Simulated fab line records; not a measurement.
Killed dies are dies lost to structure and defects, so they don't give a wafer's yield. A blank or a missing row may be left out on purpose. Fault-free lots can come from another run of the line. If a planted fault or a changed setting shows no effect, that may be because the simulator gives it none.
A lot that was struck, set against a sound lot -- flow sky130 -- 43 out of 708 route steps
Sound: wafers L270.1, L270.4, L270.6. Struck: wafer L276.5 (L276.1, L276.3, from the same lot, were not struck and are left out); the cause is given at the end.
Per side, at each step with rows, come the tool, then ch with its chambers, and then its first start. Under that, the readings that differ: sound wafers -- struck wafers -- difference of the means -- sigmas: that difference in standard deviations of wafers without a fault.
alike: same words and numbers on both sides, and readings whose means sit less than 2 such deviations apart. not compared: any withheld reading, any reading some wafer has no value for, any bound like >300 that may hide the same value, and any number with overlapping values for which the record gives no deviation.
Wherever a step has rows on one side only, a row that says differs or no value, or a row with sigmas, the two part there. Numbers that don't overlap but have no deviation are shown without sigmas and don't part them. A reading that every wafer of one side lacks parts them only if that side has two wafers or more.

first, 3 steps without rows for these wafers: SKY_SONOS_ONO_WET_ETCH_18 (etches Si3N4 in H3PO4, target depth 15 nm, time 172 s); SKY_GATE_OXIDE_CLEAN_00 (cleans in SC1/SC2, time 150 s); SKY_GATE_OXIDE_OXIDATION_01 (stabilise 600 s, purge 300 s, target thk 10.268 nm).
SKY_GATE_OXIDE_THK_MEAS_02:
  sound: film-metro-03 at day 13 17:16; struck: film-metro-04 at day 15 19:08
  alike: GATE_OXIDE_OXIDATION_00_THK
then, 7 steps without rows for these wafers: SKY_GATE_OXIDE_DEHYDRATE_03 (time 60 s); SKY_GATE_OXIDE_HMDS_04 (prime time 60 s); SKY_GATE_OXIDE_COAT_05 (resist thk 1140 nm); SKY_GATE_OXIDE_SOFTBAKE_06 (time 60 s); SKY_GATE_OXIDE_EXPOSE_07 (exposes mask LVOM, target cd 600 nm); SKY_GATE_OXIDE_PEB_08; SKY_GATE_OXIDE_DEVELOP_09 (develop time 60 s).
SKY_GATE_OXIDE_OVL_MEAS_10:
  sound: overlay-01 at day 14 19:28; struck: overlay-01 at day 16 23:10
  alike: GATE_OXIDE_OVL
SKY_GATE_OXIDE_IMPLANT_11:
  sound on implanter-01 ch 0, day 14 19:30; struck on implanter-04 ch 0, day 16 23:12
  alike: beam-on-s, dose-ions-cm2
then, 1 step without rows for these wafers: SKY_GATE_OXIDE_WET_ETCH_12 (etches SiO2 in dHF, target depth 16.8 nm, time 336 s).
SKY_GATE_OXIDE_STRIP_13: strips in O2/N2.
  sound on plasma-asher-02 ch 0,1, day 14 19:46; struck on plasma-asher-03 ch 1, day 16 23:27
  alike: drypump-motor-current-A, oes-product-au, strip-time-to-endpoint-s
  not compared: rf-hours-counter-h
SKY_GATE_OXIDE_TW_MEAS_14:
  sound: film-metro-01 at day 14 19:52; struck: film-metro-01 at day 16 23:33
  alike: GATE_OXIDE_TW
then, 3 steps without rows for these wafers: SKY_GATE_OXIDE_CLEAN_15 (cleans in SC1/SC2, time 150 s); SKY_GATE_OXIDE_OXIDATION_16 (stabilise 600 s, purge 300 s, target thk 3.57 nm); SKY_POLY_GATE_CVD_00 (deposits poly-Si, target thk 180 nm, time 720 s).
SKY_POLY_GATE_THK_MEAS_01:
  sound: film-metro-03 at day 15 00:40; struck: film-metro-03 at day 17 04:44
  alike: POLY_GATE_CVD_00_THK
then, 8 steps without rows for these wafers: SKY_RES_PROTECT_DEHYDRATE_00 (time 60 s); SKY_RES_PROTECT_HMDS_01 (prime time 60 s); SKY_RES_PROTECT_COAT_02 (resist thk 1140 nm); SKY_RES_PROTECT_SOFTBAKE_03 (time 60 s); SKY_RES_PROTECT_EXPOSE_04 (exposes mask RPM, target cd 1270 nm); SKY_RES_PROTECT_PEB_05; SKY_RES_PROTECT_DEVELOP_06 (develop time 60 s); SKY_POLY_GATE_IMPLANT_02.
SKY_RES_PROTECT_STRIP_07: strips in O2/N2.
  sound on plasma-asher-03 ch 0,1, day 16 04:02; struck on plasma-asher-03 ch 0, day 18 10:12
  alike: drypump-motor-current-A, oes-product-au, strip-time-to-endpoint-s
  not compared: rf-hours-counter-h
SKY_RES_PROTECT_TW_MEAS_08:
  sound: film-metro-02 at day 16 04:08; struck: film-metro-01 at day 18 10:18
  alike: POLY_GATE_TW
then, 2 steps without rows for these wafers: SKY_RES_PROTECT_CLEAN_09 (cleans in SC1/SC2, time 150 s); SKY_POLY_GATE_CVD_03 (deposits Si3N4 from DCS/NH3, target thk 75 nm, time 1290 s).
SKY_POLY_GATE_THK_MEAS_04:
  sound: film-metro-01 at day 16 08:13; struck: film-metro-01 at day 18 11:46
  alike: POLY_GATE_CVD_03_THK
then, 8 steps without rows for these wafers: SKY_POLY_GATE_DEHYDRATE_05 (time 60 s); SKY_POLY_GATE_HMDS_06 (prime time 60 s); SKY_POLY_GATE_COAT_07 (resist thk 110 nm); SKY_POLY_GATE_COAT_08 (resist thk 450 nm); SKY_POLY_GATE_SOFTBAKE_09 (time 90 s); SKY_POLY_GATE_EXPOSE_10 (exposes mask P1M, target cd 150 nm); SKY_POLY_GATE_PEB_11; SKY_POLY_GATE_DEVELOP_12 (develop time 60 s).
SKY_POLY_GATE_CD_MEAS_13: the cd target is 150 nm.
  sound: cd-sem-01 at day 17 12:45; struck: cd-sem-01 at day 19 18:35
reading,sound,struck,difference,sigmas
cd-nm (nm),150.7 149.9 150.0,146.6,-3.6,-2
-- a jump in the record: the struck wafers' starts before and after are 29 days apart (it breaks off in module POLY_GATE and resumes in module PAD_OPEN, where the first step shown is number 708 of the route) --
SKY_PAD_OPEN_PROBE_99:
  sound: prober-02 at day 46 17:22; struck: prober-01 at day 48 08:36
reading,sound,struck,difference,sigmas
killed-at-other,2 1 1,0,-1,-2
model.etest.nfet_01v8.drive-ua-um-range,10.8 5.455 13.92,16.22,+6.16,
model.etest.pfet_01v8.drive-ua-um-range,6.223 9.349 6.065,12.65,+5.44,
model.etest.pfet_01v8_lvt.vt-v-range,0.01636 0.02015 0.02674,0.1107,+0.0896,
model.etest.pfet_01v8.vt-v-range,0.008918 0.01123 0.01085,0.04956,+0.03923,
model.etest.nfet_01v8.vt-v-range,0.0149 0.009815 0.01086,0.01755,+0.00569,
  alike: killed_at_M0_to_M3, killed_at_M4_up, killed-at-contacts, killed-at-front-end, killed-dies, killed-open, killed-short

WHERE THEY PART
Last at SKY_PAD_OPEN_PROBE_99 as far as this record goes, first at SKY_POLY_GATE_CD_MEAS_13.

WHY: what had been put in by the simulator
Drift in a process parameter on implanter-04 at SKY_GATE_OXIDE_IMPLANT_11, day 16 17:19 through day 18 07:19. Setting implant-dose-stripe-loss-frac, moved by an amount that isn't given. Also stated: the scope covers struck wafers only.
